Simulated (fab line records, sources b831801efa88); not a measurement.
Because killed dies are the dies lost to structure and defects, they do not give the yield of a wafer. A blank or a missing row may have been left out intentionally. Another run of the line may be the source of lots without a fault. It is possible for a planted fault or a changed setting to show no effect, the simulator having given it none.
A lot that was struck, set against a sound lot + flow gf180mcu + 17 out of 602 route steps
Sound: the wafers L250.3, L250.4, L250.6. Struck: wafers L257.2, L257.5 (left out: L257.4, a lot-mate that was not struck); the cause follows at the end.
At each step with rows: each side's tool, then ch and its chambers, then its first start. Under that, the readings that differ: sound wafers + struck wafers + difference of the means + sigmas: that difference in standard deviations of wafers without a fault.
alike: same words and numbers on both sides, and readings whose means sit less than 2 such deviations apart. not compared: any withheld reading, any reading some wafer has no value for, any bound like >300 that may hide the same value, and any number with overlapping values for which the record gives no deviation.
The two part at a step that has a row with sigmas, a row that says differs or no value, or rows on one side only. When numbers do not overlap yet have no deviation, they are printed without sigmas and do not part them. A reading that every wafer of one side lacks parts them only if that side has two wafers or more.

first, 4 steps without rows for these wafers: GF_M1_SOFTBAKE_10 (time 60 s); GF_M1_EXPOSE_11 (exposes mask Metal1, target cd 230 nm); GF_M1_PEB_12 (peb time 90 s); GF_M1_DEVELOP_13 (develop time 60 s).
GF_M1_CD_MEAS_14 targets a cd of 230 nm.
  sound on cd_sem-01, day 19 00:55; struck on cd_sem-02, day 21 11:59
  alike: cd_nm
GF_M1_OVL_MEAS_15:
  sound on overlay-02, day 19 01:00; struck on overlay-01, day 21 12:05
| reading     | sound   | struck | difference | sigmas |
|-------------|---------|--------|------------|--------|
| M1_OVL (nm) | 7 13 11 | -6 -7  | -17        | -3     |
GF_M1_METAL_ETCH_16: etches the open film in Cl2/BCl3, stops on SiO2, target depth 627.5 nm, time 104.6 s.
  sound on rie_metal-04 ch 0,1, day 19 01:04; struck on rie_metal-01 ch 0, day 21 12:07
  alike: drypump_motor_current_A, oes_product_au, throttle_valve_pct
  not compared: rf_hours_counter_h
GF_M1_STRIP_17: strips in O2/N2.
  sound on plasma_asher-03 ch 0,1, day 19 01:10; struck on plasma_asher-02 ch 0,1, day 21 12:14
  alike: drypump_motor_current_A, heater_power_w, oes_product_au, strip_time_to_endpoint_s
  not compared: rf_hours_counter_h
then, 3 steps without rows for these wafers: GF_M1_STRIP_18 (strips in post etch residue remover, time 1200 s); GF_M1_CLEAN_19 (cleans in DIW); GF_V1_CVD_00 (deposits SiO2, target thk 600 nm, time 100 s).
GF_V1_THK_MEAS_01:
  sound on film_metro-02, day 19 01:47; struck on film_metro-01, day 21 12:51
  alike: V1_CVD_00_THK
GF_V1_CVD_02: deposits SiO2 from TEOS, target thk 850 nm, time 94.851 s.
  sound on pecvd-04 ch 1,2, day 19 01:50; struck on pecvd-03 ch 0,1, day 21 12:54
| reading                             | sound             | struck      | difference | sigmas |
|-------------------------------------|-------------------|-------------|------------|--------|
| run_length_s (s)                    | 122.6 122.8 122.0 | 144.0 143.0 | +21.0      | +33    |
| model.SiO2_of_V1_CVD_02.thk_nm (nm) | 835.4 851.8 855   | 1033 1056   | +197       |        |
  alike: heater_power_w
GF_V1_THK_MEAS_03:
  sound on film_metro-04, day 19 01:55; struck on film_metro-04, day 21 12:59
| reading            | sound       | struck    | difference | sigmas |
|--------------------|-------------|-----------|------------|--------|
| V1_CVD_02_THK (nm) | 835 852 855 | 1033 1056 | +197       | +16    |
GF_V1_CMP_04: polishes SiO2.
  sound on cmp-02 ch 0,1,3, day 19 02:04; struck on cmp-01 ch 0,2, day 21 13:13
| reading                | sound    | struck  | difference | sigmas |
|------------------------|----------|---------|------------|--------|
| time_to_endpoint_s (s) | 86 83 89 | 146 159 | +66        | +12    |
  alike: motor_current_A, slurry_filter_dp_kPa
GF_V1_BOW_MEAS_05:
  sound on film_metro-01, day 19 02:18; struck on film_metro-04, day 21 13:29
  alike: V1_BOW
following that, these wafers have no rows for 1 step: GF_PASSIVATION_PROBE_99.

WHERE THEY PART
Last at GF_V1_CMP_04 as far as this record goes, first at GF_M1_OVL_MEAS_15. Later steps at which nothing parts them and some readings are alike: GF_V1_BOW_MEAS_05.

WHY: what had been put in by the simulator
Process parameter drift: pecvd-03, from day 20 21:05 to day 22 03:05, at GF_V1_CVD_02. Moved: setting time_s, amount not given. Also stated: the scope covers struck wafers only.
